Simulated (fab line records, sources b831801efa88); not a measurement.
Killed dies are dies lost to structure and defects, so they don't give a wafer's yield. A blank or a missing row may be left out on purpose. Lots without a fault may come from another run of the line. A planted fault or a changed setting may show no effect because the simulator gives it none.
fab line records | flow sky130
record lots=6 wafers=18 last_day=50
route steps=708 shown PWDE@52 NWELL@56 PAD_OPEN@708
lots that met no fault: from a run of the same line without faults
start_h: hours from the record's first day to the start of the lot's first wafer shown | wait_h: hours since the lot's step before | " the same as in the row above | L1.1+2: a row that stands for several wafers | - no value, or no start given | * or withheld: withheld | < > ~ a bound
route shown NAME@n: a module of which the file shows steps, and the number in the route of the first | usual: mean/standard deviation of fault-free wafers | same: alike in all rows | chamber/n: place in a boat | sites: the reading at each site | _std_site: their standard deviation | _edge_site: outer sites' mean less inner sites' | radius_mm: how far each site lies from the wafer's centre | mask NAME#n: copy n | behind: the tool/chamber that last shaped the wafer | hold: why the lot was held/for how many hours/how that ended | device: the transistor (n, p or np) that didn't switch | end of line: the same wafers' tests at the end of the route | a step without rows: its recipe alone | killed: dies lost to structure and defects at the first sort, not the wafer's yield | map: a wafer's dies, x killed, . not, _ none there
set.NAME: the setting as run; set.NAME@STEP: as run at that earlier step | model.NAME: the simulator's own value behind a step, which no gauge read
lots at some steps of the route; a table a step, a row a wafer
services: from which hour (start_h, from the record's first day; less than 0 if before it) a tool's chamber was out of use, for how many hours, and why
## steps
# step SKY_PWDE_OVL_MEAS_07
# usual PWDE_OVL=-0.1/1.2
# columns lot.wafer tool chamber start_h wait_h PWDE_OVL[nm]
L209.1 overlay-01 - 74.06 - -2.8
L209.4 " - " " -0.6
L209.5 " - " " -0.5
L215.1 overlay-02 - 107.30 - 1.5
L215.2 " - " " 0.1
L215.5 " - " " -1.3
L217.4 overlay-02 - 119.48 - 0.4
L217.5 " - " " -1.2
L217.6 " - " " -0.6
L218.1 overlay-02 - 121.75 - -0.6
L218.4 " - " " -2.4
L218.6 " - " " -0.4
L220.1 overlay-02 - 135.51 - -0.1
L220.2 " - " " 0.0
L220.4 " - " " 1.0
L229.1 overlay-02 - 189.80 - 0.0
L229.2 " - " " 0.2
L229.5 " - " " -2.2
# step SKY_PWDE_IMPLANT_08
# recipe species=B energy_kev=150 dose_cm2=3.6e+12 tilt_deg=withheld
# step SKY_PWDE_STRIP_09
# recipe chemistry=O2/N2 power_w=1400 pressure_mtorr=1500 platen_temp_c=withheld o2_flow_sccm=3000 n2_flow_sccm=300 overash_fraction=0.5
# usual drypump_motor_current_A=5.7/0.35 oes_product_au=0.722/0.0047 strip_time_to_endpoint_s=36.89/0.11
# columns lot.wafer tool chamber start_h wait_h drypump_motor_current_A oes_product_au rf_hours_counter_h strip_time_to_endpoint_s
L209.1 plasma_asher-04 0 74.24 0.1 5.7 0.725 42 36.77
L209.4 " 0 " " 5.8 0.727 - 36.81
L209.5 " 1 " " 6.0 0.734 - 36.83
L215.1 plasma_asher-01 0 107.49 0.1 5.3 0.723 44 37.07
L215.2 " 1 " " 5.5 0.725 44 36.97
L215.5 " 1 " " 5.5 0.714 - 36.97
L217.4 plasma_asher-02 0 119.68 0.1 5.1 0.717 - 36.93
L217.5 " 0 " " 5.1 0.717 - 36.95
L217.6 " 1 " " 6.2 0.722 - 36.83
L218.1 plasma_asher-04 0 121.94 0.1 5.7 0.727 47 36.77
L218.4 " 1 " " 6.0 0.722 - 36.83
L218.6 " 1 " " 6.0 0.727 - 36.71
L220.1 plasma_asher-04 0 135.70 0.1 5.7 0.719 48 37.05
L220.2 " 1 " " 6.0 0.717 48 36.96
L220.4 " 0 " " 5.7 0.714 - 37.07
L229.1 plasma_asher-02 0 189.99 0.1 5.2 0.717 8 37.06
L229.2 " 1 " " 6.2 0.720 8 36.99
L229.5 " 0 " " 5.2 0.719 - 36.95
# step SKY_PWDE_TW_MEAS_10
# usual PWDE_TW=374/4.5
# columns lot.wafer tool chamber start_h wait_h PWDE_TW
L209.1 film_metro-01 - 74.34 0.1 374
L209.4 " - " " 372
L209.5 " - " " 371
L215.1 film_metro-04 - 107.59 0.1 368
L215.2 " - " " 372
L215.5 " - " " 369
L217.4 film_metro-03 - 119.78 0.1 380
L217.5 " - " " 381
L217.6 " - " " 381
L218.1 film_metro-03 - 122.04 0.1 385
L218.4 " - " " 385
L218.6 " - " " 385
L220.1 film_metro-01 - 135.80 0.1 370
L220.2 " - " " 370
L220.4 " - " " 370
L229.1 film_metro-01 - 190.09 0.1 375
L229.2 " - " " 374
L229.5 " - " " 376
# step SKY_NWELL_DEHYDRATE_03
# recipe temp_c=200 time_s=60
# step SKY_NWELL_HMDS_04
# recipe prime_time_s=60 prime_temp_c=120
# step SKY_NWELL_COAT_05
# recipe spin_rpm=2000 resist_thk_nm=3000
# step SKY_NWELL_SOFTBAKE_06
# recipe temp_c=110 time_s=withheld
# step SKY_NWELL_EXPOSE_07
# recipe mask_id=NWM na=0.6 source_shape=conventional sigma_outer=0.6 polarization=unpolarized target_cd_nm=840 dose_mj=255
# step SKY_NWELL_PEB_08
# recipe temp_c=115 time_s=withheld
# step SKY_NWELL_DEVELOP_09
# recipe wall_angle_deg=90 developer=TMAH develop_time_s=60 dev_temp_c=23
# step SKY_NWELL_OVL_MEAS_10
# usual NWELL_00_OVL=-1.0/1.4
# columns lot.wafer tool chamber start_h wait_h NWELL_00_OVL[nm]
L209.1 overlay-02 - 91.46 - -0.3
L209.4 " - " " -0.7
L209.5 " - " " -2.0
L215.1 overlay-01 - 125.21 - -1.6
L215.2 " - " " -1.9
L215.5 " - " " -3.2
L217.4 overlay-02 - 137.57 - -1.2
L217.5 " - " " 0.8
L217.6 " - " " -1.3
L218.1 overlay-01 - 139.82 - -1.2
L218.4 " - " " -2.9
L218.6 " - " " -2.8
L220.1 overlay-02 - 155.47 - 0.0
L220.2 " - " " -1.3
L220.4 " - " " 0.9
L229.1 overlay-01 - 212.10 - -1.3
L229.2 " - " " 1.4
L229.5 " - " " 1.0
# step SKY_NWELL_IMPLANT_11
# recipe species=P energy_kev=400 dose_cm2=1.9e+13 tilt_deg=withheld
# usual beam_energy_keV=399.98/0.12 beam_on_s=10.00/0.19
# same implant_ion_amu=31
# columns lot.wafer tool chamber start_h wait_h beam_energy_keV beam_on_s model.implant.rp_nm model.implant.drp_nm
L209.1 implanter-04 0 91.50 0.0 399.94 9.98 501.1 116.9
L209.4 " 0 " " 400.07 10.27 501.1 116.9
L209.5 " 0 " " 399.78 10.00 501.1 116.9
L215.1 implanter-01 0 125.25 0.0 399.87 9.98 498.2 116.9
L215.2 " 0 " " 399.93 9.76 498.2 116.9
L215.5 " 0 " " 400.02 10.04 498.2 116.9
L217.4 implanter-02 0 137.67 0.1 399.84 9.82 491.4 116.9
L217.5 " 0 " " 400.10 9.94 491.4 116.9
L217.6 " 0 " " 399.74 9.85 491.4 116.9
L218.1 implanter-01 0 139.86 0.0 418.39 9.96 519.3 119.6
L218.4 " 0 " " 418.30 10.00 519.3 119.6
L218.6 " 0 " " 418.38 10.20 519.3 119.6
L220.1 implanter-01 0 155.51 0.0 418.38 9.89 522.1 119.6
L220.2 " 0 " " 418.42 10.04 522.1 119.6
L220.4 " 0 " " 418.50 9.62 522.1 119.6
L229.1 implanter-02 0 212.14 0.0 399.83 9.89 505.2 116.9
L229.2 " 0 " " 399.90 9.97 505.2 116.9
L229.5 " 0 " " 399.91 9.91 505.2 116.9
# step SKY_NWELL_IMPLANT_12
# recipe species=P energy_kev=120 dose_cm2=1.3e+12 tilt_deg=withheld
# step SKY_NWELL_IMPLANT_13
# recipe species=P energy_kev=50 dose_cm2=7e+11 tilt_deg=withheld
# step SKY_NWELL_STRIP_14
# recipe chemistry=O2/N2 power_w=1400 pressure_mtorr=1500 platen_temp_c=withheld o2_flow_sccm=3000 n2_flow_sccm=300 overash_fraction=0.5
# usual drypump_motor_current_A=5.7/0.45 oes_product_au=0.722/0.0044 strip_time_to_endpoint_s=36.90/0.1
# columns lot.wafer tool chamber start_h wait_h drypump_motor_current_A oes_product_au rf_hours_counter_h strip_time_to_endpoint_s
L209.1 plasma_asher-03 1 91.95 0.1 6.2 0.715 27 36.92
L209.4 " 1 " " 6.2 0.724 - 36.81
L209.5 " 0 " " 6.2 0.725 - 36.86
L215.1 plasma_asher-02 1 125.70 0.1 6.2 0.715 1 36.79
L215.2 " 0 " " 5.1 0.729 1 36.72
L215.5 " 0 " " 5.1 0.717 - 36.79
L217.4 plasma_asher-02 1 138.07 0.1 6.2 0.724 - 36.92
L217.5 " 1 " " 6.2 0.728 - 37.06
L217.6 " 0 " " 5.2 0.719 - 36.83
L218.1 plasma_asher-03 1 140.31 0.1 6.2 0.725 32 36.93
L218.4 " 0 " " 6.2 0.725 - 36.92
L218.6 " 0 " " 6.2 0.724 - 37.03
L220.1 plasma_asher-02 0 155.96 0.1 5.1 0.726 4 36.89
L220.2 " 1 " " 6.2 0.721 4 36.84
L220.4 " 0 " " 5.1 0.733 - 36.82
L229.1 plasma_asher-03 0 212.59 0.1 6.2 0.720 37 36.82
L229.2 " 1 " " 6.1 0.728 37 36.83
L229.5 " 1 " " 6.2 0.727 - 36.89
# step SKY_NWELL_TW_MEAS_15
# usual NWELL_TW=1818/22
# columns lot.wafer tool chamber start_h wait_h NWELL_TW
L209.1 film_metro-01 - 92.05 0.1 1812
L209.4 " - " " 1809
L209.5 " - " " 1819
L215.1 film_metro-04 - 125.80 0.1 1817
L215.2 " - " " 1818
L215.5 " - " " 1808
L217.4 film_metro-04 - 138.17 0.1 1807
L217.5 " - " " 1808
L217.6 " - " " 1801
L218.1 film_metro-03 - 140.41 0.1 1875
L218.4 " - " " 1886
L218.6 " - " " 1871
L220.1 film_metro-01 - 156.06 0.1 1811
L220.2 " - " " 1821
L220.4 " - " " 1822
L229.1 film_metro-03 - 212.69 0.1 1846
L229.2 " - " " 1848
L229.5 " - " " 1848
# step SKY_NWELL_DEHYDRATE_16
# recipe temp_c=200 time_s=60
# step SKY_NWELL_HMDS_17
# recipe prime_time_s=60 prime_temp_c=120
# step SKY_NWELL_COAT_18
# recipe spin_rpm=2000 resist_thk_nm=3000
# step SKY_NWELL_SOFTBAKE_19
# recipe temp_c=110 time_s=withheld
# step SKY_NWELL_EXPOSE_20
# recipe mask_id=NWM_COMPLEMENT na=0.6 source_shape=conventional sigma_outer=0.6 polarization=unpolarized target_cd_nm=840 dose_mj=260
# step SKY_NWELL_PEB_21
# recipe temp_c=115 time_s=withheld
# step SKY_NWELL_DEVELOP_22
# recipe wall_angle_deg=90 developer=TMAH develop_time_s=60 dev_temp_c=23
# step SKY_NWELL_OVL_MEAS_23
# usual NWELL_01_OVL=-0.2/1.3
# columns lot.wafer tool chamber start_h wait_h NWELL_01_OVL[nm]
L209.1 overlay-01 - 109.40 - -0.3
L209.4 " - " " -0.7
L209.5 " - " " -0.3
L215.1 overlay-01 - 144.56 - -0.4
L215.2 " - " " -1.6
L215.5 " - " " -1.3
L217.4 overlay-02 - 157.42 - 1.1
L217.5 " - " " -0.7
L217.6 " - " " 1.1
L218.1 overlay-02 - 160.25 - 1.2
L218.4 " - " " -0.1
L218.6 " - " " 0.0
L220.1 overlay-02 - 175.90 - 2.2
L220.2 " - " " -1.2
L220.4 " - " " 0.9
L229.1 overlay-02 - 235.80 - 0.2
L229.2 " - " " 1.6
L229.5 " - " " 0.5
# step SKY_NWELL_IMPLANT_24
# recipe species=B energy_kev=140 dose_cm2=9.2e+12 tilt_deg=withheld
# step SKY_NWELL_STRIP_25
# recipe chemistry=O2/N2 power_w=1400 pressure_mtorr=1500 platen_temp_c=withheld o2_flow_sccm=3000 n2_flow_sccm=300 overash_fraction=0.5
# usual drypump_motor_current_A=5.7/0.43 oes_product_au=0.722/0.0045 strip_time_to_endpoint_s=36.92/0.096
# columns lot.wafer tool chamber start_h wait_h drypump_motor_current_A oes_product_au rf_hours_counter_h strip_time_to_endpoint_s
L209.1 plasma_asher-03 0 109.59 0.1 6.1 0.721 29 36.79
L209.4 " 1 " " 6.2 0.725 - 36.87
L209.5 " 1 " " 6.2 0.724 - 36.86
L215.1 plasma_asher-02 0 144.75 0.1 5.1 0.716 3 36.97
L215.2 " 1 " " 6.2 0.722 3 36.95
L215.5 " 1 " " 6.2 0.711 - 37.02
L217.4 plasma_asher-02 1 157.62 0.1 6.2 0.713 - 36.91
L217.5 " 1 " " 6.2 0.717 - 36.95
L217.6 " 0 " " 5.1 0.718 - 36.92
L218.1 plasma_asher-01 1 160.48 0.2 5.5 0.721 50 37.00
L218.4 " 1 " " 5.5 0.724 - 36.99
L218.6 " 0 " " 5.3 0.715 - 37.02
L220.1 plasma_asher-03 0 176.09 0.1 6.2 0.730 33 36.91
L220.2 " 1 " " 6.2 0.717 33 37.01
L220.4 " 1 " " 6.2 0.725 - 36.98
L229.1 plasma_asher-03 0 235.99 0.1 6.2 0.732 39 36.93
L229.2 " 1 " " 6.2 0.724 39 36.74
L229.5 " 1 " " 6.2 0.715 - 36.92
# step SKY_NWELL_TW_MEAS_26
# usual NWELL_2_TW=499/6.3
# columns lot.wafer tool chamber start_h wait_h NWELL_2_TW
L209.1 film_metro-04 - 109.69 0.1 493
L209.4 " - " " 490
L209.5 " - " " 490
L215.1 film_metro-04 - 144.85 0.1 493
L215.2 " - " " 493
L215.5 " - " " 489
L217.4 film_metro-01 - 157.72 0.1 496
L217.5 " - " " 495
L217.6 " - " " 495
L218.1 film_metro-01 - 160.58 0.1 494
L218.4 " - " " 496
L218.6 " - " " 498
L220.1 film_metro-01 - 176.19 0.1 496
L220.2 " - " " 496
L220.4 " - " " 495
L229.1 film_metro-01 - 236.09 0.1 493
L229.2 " - " " 492
L229.5 " - " " 492
# step SKY_NWELL_CLEAN_27
# recipe chemistry=SC1/SC2 mix=1:4:20 temp_c=70 time_s=150 dry=n2_spin
# step SKY_NWELL_RTA_28
# recipe temp_c=1050 time_s=30 idle_temp_c=650 ramp_up_c_per_s=150 ramp_down_c_per_s=90 ambient=N2
# usual lamp_power_pct=25.31/0.051 ramp_up_c_per_s=150.00/0.027 wafer_temp_C_max=1054.7/0.9
# columns lot.wafer tool chamber start_h wait_h lamp_power_pct ramp_up_c_per_s wafer_temp_C_max
L209.1 rtp_anneal-01 0 109.80 0.0 25.30 150.02 1054.5
L209.4 " 0 " " 25.35 149.98 1055.2
L209.5 " 0 " " 25.29 149.99 1055.3
L215.1 rtp_anneal-01 0 144.96 0.0 25.25 149.98 1054.4
L215.2 " 0 " " 25.27 149.97 1055.2
L215.5 " 0 " " 25.38 149.99 1053.3
L217.4 rtp_anneal-01 0 157.85 0.1 25.34 149.99 1056.3
L217.5 " 0 " " 25.33 150.04 1055.0
L217.6 " 0 " " 25.26 150.00 1055.5
L218.1 rtp_anneal-01 0 160.69 0.0 25.33 150.02 1054.6
L218.4 " 0 " " 25.19 150.01 1053.5
L218.6 " 0 " " 25.29 150.02 1056.7
L220.1 rtp_anneal-01 0 176.30 0.0 25.23 149.98 1053.9
L220.2 " 0 " " 25.25 149.97 1055.0
L220.4 " 0 " " 25.36 149.94 1053.8
L229.1 rtp_anneal-01 0 236.20 0.0 25.28 150.01 1054.8
L229.2 " 0 " " 25.34 150.01 1053.4
L229.5 " 0 " " 25.23 150.02 1053.7
# step SKY_NWELL_RS_MEAS_29
# recipe thk_meas_gauge=four-point-probe
# usual NWELL_RS=624.9/1.5
# columns lot.wafer tool chamber start_h wait_h NWELL_RS[ohm/sq]
L209.1 film_metro-03 - 109.90 0.1 625.3
L209.4 " - " " 625.1
L209.5 " - " " 624.7
L215.1 film_metro-01 - 145.06 0.1 624.8
L215.2 " - " " 625.3
L215.5 " - " " 624.5
L217.4 film_metro-04 - 157.96 0.1 625.7
L217.5 " - " " 627.9
L217.6 " - " " 627.2
L218.1 film_metro-01 - 160.79 0.1 619.9
L218.4 " - " " 618.1
L218.6 " - " " 618.0
L220.1 film_metro-03 - 176.40 0.1 618.7
L220.2 " - " " 620.3
L220.4 " - " " 618.6
L229.1 film_metro-04 - 236.30 0.1 627.2
L229.2 " - " " 624.2
L229.5 " - " " 625.5
# step SKY_PAD_OPEN_PROBE_99
# usual killed_at_M0_to_M3=44/6.4 killed_at_M4_up=3.0/1.8 killed_at_contacts=24/5 killed_at_front_end=16/4.3 killed_at_other=0.4/0.76 killed_dies=88/8.6 killed_open=47/7.2 killed_short=40/5.5
# same gross_dies=492 killed_at_back_side=0
# columns lot.wafer tool chamber start_h wait_h killed_at_M0_to_M3 killed_at_M4_up killed_at_contacts killed_at_front_end killed_at_other killed_dies killed_open killed_short model.etest.nfet_16v.r_on_ohm_um model.etest.iso_nwell_nwell.leak_log10_a_um model.etest.pfet_01v8_lvt.vt_sat_v model.etest.pfet_01v8_lvt.vt_v
L209.1 prober-02 - 1077.92 0.1 37 6 15 20 3 81 40 39 1.422e+04 -13.63 -0.4372 -0.5252
L209.4 prober-02 - 1078.07 0.2 33 2 27 12 0 74 38 36 1.429e+04 -13.51 -0.4357 -0.5284
L209.5 prober-02 - 1078.12 0.2 53 2 26 20 1 102 56 45 1.43e+04 -13.71 -0.4436 -0.5331
L215.1 prober-02 - 1119.43 0.1 44 7 20 16 1 88 41 46 1.402e+04 -13.59 -0.4642 -0.5535
L215.2 prober-02 - 1119.48 0.1 51 5 25 16 0 97 52 45 1.384e+04 -13.63 -0.4627 -0.5506
L215.5 prober-02 - 1119.63 0.2 33 3 19 23 1 79 42 37 1.406e+04 -13.24 -0.4666 -0.554
L217.4 prober-02 - 1125.05 0.2 42 3 21 24 0 90 43 47 1.425e+04 -13.63 -0.4376 -0.532
L217.5 prober-02 - 1125.10 0.2 43 4 22 10 0 79 40 39 1.424e+04 -13.86 -0.4391 -0.5317
L217.6 prober-02 - 1125.15 0.2 38 3 23 15 0 79 42 36 1.404e+04 -13.66 -0.435 -0.5249
L218.1 prober-01 - 1126.70 0.1 46 0 28 11 0 85 36 48 1.455e+04 -12.42 -0.4091 -0.5115
L218.4 prober-01 - 1126.85 0.2 54 2 19 13 0 88 59 29 1.446e+04 -12.23 -0.4215 -0.5197
L218.6 prober-01 - 1126.95 0.2 40 0 28 18 0 86 51 34 1.442e+04 -12.53 -0.418 -0.5171
L220.1 prober-01 - 1139.22 0.1 42 5 21 13 0 81 41 39 1.457e+04 -12.56 -0.4091 -0.5088
L220.2 prober-01 - 1139.27 0.1 36 4 24 13 0 77 39 37 1.442e+04 -12.58 -0.4155 -0.5118
L220.4 prober-01 - 1139.37 0.2 42 4 26 13 2 87 41 45 1.446e+04 -12.63 -0.4086 -0.5025
L229.1 prober-02 - 1190.37 0.1 37 3 29 19 0 88 44 43 1.437e+04 -13.25 -0.4659 -0.5552
L229.2 prober-02 - 1190.42 0.1 45 5 26 13 1 90 50 40 1.438e+04 -13.39 -0.4634 -0.5487
L229.5 prober-02 - 1190.57 0.2 45 6 30 14 0 95 50 44 1.422e+04 -13.12 -0.4681 -0.5583
# killed by level:class
L209.1 VIA1:geometric_particle:open=8 CONTACT:geometric_particle:open=7 METAL2:geometric_particle:short=7 FIELD_ISO:geometric_particle:open=5 METAL1:geometric_particle:short=5 VIA3:geometric_particle:open=4 VIA2:geometric_particle:open=4 METAL4:geometric_particle:short=4
L209.4 CONTACT:geometric_particle:open=12 VIA1:geometric_particle:open=9 CONTACT:geometric_particle:short=7 FIELD_ISO:geometric_particle:short=5 METAL1:geometric_particle:short=5 VIA2:geometric_particle:open=5 LOCAL_INTERCONNECT:geometric_particle:short=4 VIA2:geometric_particle:short=4
L209.5 VIA2:geometric_particle:open=10 VIA3:geometric_particle:open=10 FIELD_ISO:geometric_particle:open=9 LI_CONTACT:geometric_particle:open=9 CONTACT:geometric_particle:open=6 VIA1:geometric_particle:open=6 METAL3:geometric_particle:short=5 POLY_GATE:geometric_particle:short=5
L215.1 VIA2:geometric_particle:open=9 LI_CONTACT:geometric_particle:open=7 VIA1:geometric_particle:open=7 VIA1:geometric_particle:short=6 METAL4:geometric_particle:short=6 METAL1:geometric_particle:short=6 CONTACT:geometric_particle:open=6 FIELD_ISO:geometric_particle:short=5
L215.2 CONTACT:geometric_particle:open=12 VIA1:geometric_particle:open=8 VIA2:geometric_particle:open=8 METAL3:geometric_particle:short=7 METAL2:geometric_particle:short=7 VIA2:geometric_particle:short=7 LI_CONTACT:geometric_particle:open=6 VIA3:geometric_particle:open=4
L215.5 CONTACT:geometric_particle:open=11 POLY_GATE:geometric_particle:open=6 VIA3:geometric_particle:open=6 FIELD_ISO:geometric_particle:short=5 VIA1:geometric_particle:open=5 FIELD_ISO:geometric_particle:open=4 METAL3:geometric_particle:short=4 VIA3:geometric_particle:short=4
L217.4 VIA1:geometric_particle:open=13 METAL1:geometric_particle:short=9 CONTACT:geometric_particle:short=7 POLY_GATE:geometric_particle:short=6 POLY_GATE:geometric_particle:open=6 VIA3:geometric_particle:open=6 LI_CONTACT:geometric_particle:open=5 VIA1:geometric_particle:short=5
L217.5 CONTACT:geometric_particle:open=10 VIA1:geometric_particle:open=7 CONTACT:geometric_particle:short=6 METAL2:geometric_particle:short=6 METAL1:geometric_particle:short=5 METAL3:geometric_particle:short=5 VIA3:geometric_particle:short=4 VIA1:geometric_particle:short=4
L217.6 VIA1:geometric_particle:open=10 CONTACT:geometric_particle:open=9 CONTACT:geometric_particle:short=7 FIELD_ISO:geometric_particle:open=5 METAL1:geometric_particle:short=5 VIA3:geometric_particle:open=5 POLY_GATE:geometric_particle:open=4 METAL2:geometric_particle:short=4
L218.1 VIA1:geometric_particle:open=11 CONTACT:geometric_particle:open=9 METAL2:geometric_particle:short=8 CONTACT:geometric_particle:short=6 METAL1:geometric_particle:short=6 LOCAL_INTERCONNECT:geometric_particle:short=5 VIA1:geometric_particle:short=5 FIELD_ISO:geometric_particle:short=4
L218.4 VIA1:geometric_particle:open=14 VIA3:geometric_particle:open=9 LI_CONTACT:geometric_particle:open=8 VIA2:geometric_particle:open=8 METAL1:geometric_particle:short=7 FIELD_ISO:geometric_particle:open=6 CONTACT:geometric_particle:open=5 METAL2:geometric_particle:short=5
L218.6 CONTACT:geometric_particle:open=11 VIA1:geometric_particle:open=10 VIA3:geometric_particle:open=9 LI_CONTACT:geometric_particle:open=8 FIELD_ISO:geometric_particle:short=6 POLY_GATE:geometric_particle:short=5 METAL1:geometric_particle:short=5 VIA1:geometric_particle:short=5
L220.1 VIA1:geometric_particle:short=10 VIA1:geometric_particle:open=8 CONTACT:geometric_particle:open=7 LI_CONTACT:geometric_particle:open=6 VIA2:geometric_particle:open=6 METAL2:geometric_particle:short=4 CONTACT:geometric_particle:short=4 METAL1:geometric_particle:short=4
L220.2 METAL1:geometric_particle:short=10 VIA1:geometric_particle:open=10 CONTACT:geometric_particle:open=8 POLY_GATE:geometric_particle:short=5 LI_CONTACT:geometric_particle:open=5 VIA2:geometric_particle:open=4 VIA3:geometric_particle:short=4 POLY_GATE:geometric_particle:open=3
L220.4 VIA1:geometric_particle:open=13 CONTACT:geometric_particle:open=9 METAL1:geometric_particle:short=9 LI_CONTACT:geometric_particle:short=6 VIA1:geometric_particle:short=5 VIA3:geometric_particle:open=5 FIELD_ISO:geometric_particle:short=4 CONTACT:geometric_particle:short=4
L229.1 CONTACT:geometric_particle:open=12 VIA1:geometric_particle:open=9 VIA3:geometric_particle:open=7 FIELD_ISO:geometric_particle:short=6 CONTACT:geometric_particle:short=6 VIA2:geometric_particle:open=6 POLY_GATE:geometric_particle:open=5 LOCAL_INTERCONNECT:geometric_particle:short=5
L229.2 VIA2:geometric_particle:open=9 CONTACT:geometric_particle:open=8 CONTACT:geometric_particle:short=7 VIA3:geometric_particle:open=7 LI_CONTACT:geometric_particle:open=6 VIA1:geometric_particle:open=5 METAL2:geometric_particle:short=5 METAL3:geometric_particle:short=5
L229.5 CONTACT:geometric_particle:open=12 VIA1:geometric_particle:open=12 LI_CONTACT:geometric_particle:open=7 VIA2:geometric_particle:open=7 FIELD_ISO:geometric_particle:short=5 CONTACT:geometric_particle:short=5 VIA1:geometric_particle:short=5 POLY_GATE:geometric_particle:short=4
## services
# columns tool chamber start_h hours kind
implanter-04 - 55.79 0.7 repair
plasma_asher-03 - 58.66 2.6 repair
implanter-02 - 99.30 3.8 repair
plasma_asher-02 - 108.75 9.0 pm
plasma_asher-02 0 108.75 9.0 vent_cycle
plasma_asher-02 1 108.75 9.0 vent_cycle
plasma_asher-04 - 110.75 2.8 pm
plasma_asher-02 0 117.75 - clean
plasma_asher-02 1 117.75 - clean
plasma_asher-04 - 120.80 1.0 repair
plasma_asher-03 - 129.68 1.4 repair
plasma_asher-03 - 149.88 24.6 repair
plasma_asher-04 - 149.92 4.0 repair
plasma_asher-04 - 153.51 0.8 repair
implanter-02 - 172.75 6.8 repair
plasma_asher-01 - 181.49 2.8 pm
implanter-02 - 183.49 5.1 repair
implanter-01 - 204.65 0.6 repair
plasma_asher-01 - 205.48 0.9 repair
plasma_asher-04 - 226.88 14.6 pm
## key
first_sign step=SKY_NWELL_IMPLANT_11 reading=beam_energy_keV direction=up sigmas=99+ usual=* struck=*
effect step=SKY_NWELL_RS_MEAS_29 reading=NWELL_RS direction=down sigmas=3.9 usual=624.9 struck=618.9
model_effect step=SKY_NWELL_IMPLANT_11 value=implant.rp_nm without=500 struck=520.7
model_effect step=SKY_PAD_OPEN_PROBE_99 value=etest.nfet_16v.r_on_ohm_um without=1.416e+04 struck=1.448e+04
met_at SKY_NWELL_IMPLANT_11
struck_wafers L218.1,L218.4,L218.6,L220.1,L220.2,L220.4
tester_left_out L218,L220
onset_between 125.25 139.86
fault kind=process_parameter_drift tool=implanter-01 chamber=- onset_h=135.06 steps=SKY_NWELL_IMPLANT_11 channel=energy_kev offset=* shape=step end_h=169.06 acts_in=* stated=*
# tester_left_out: of these lots the tester's yield and bins aren't shown, on N5 and GAA mostly nor the transistor test; their killed dies are dies lost to structure and defects alone, not to doping, threshold or leakage, so they don't give the yield
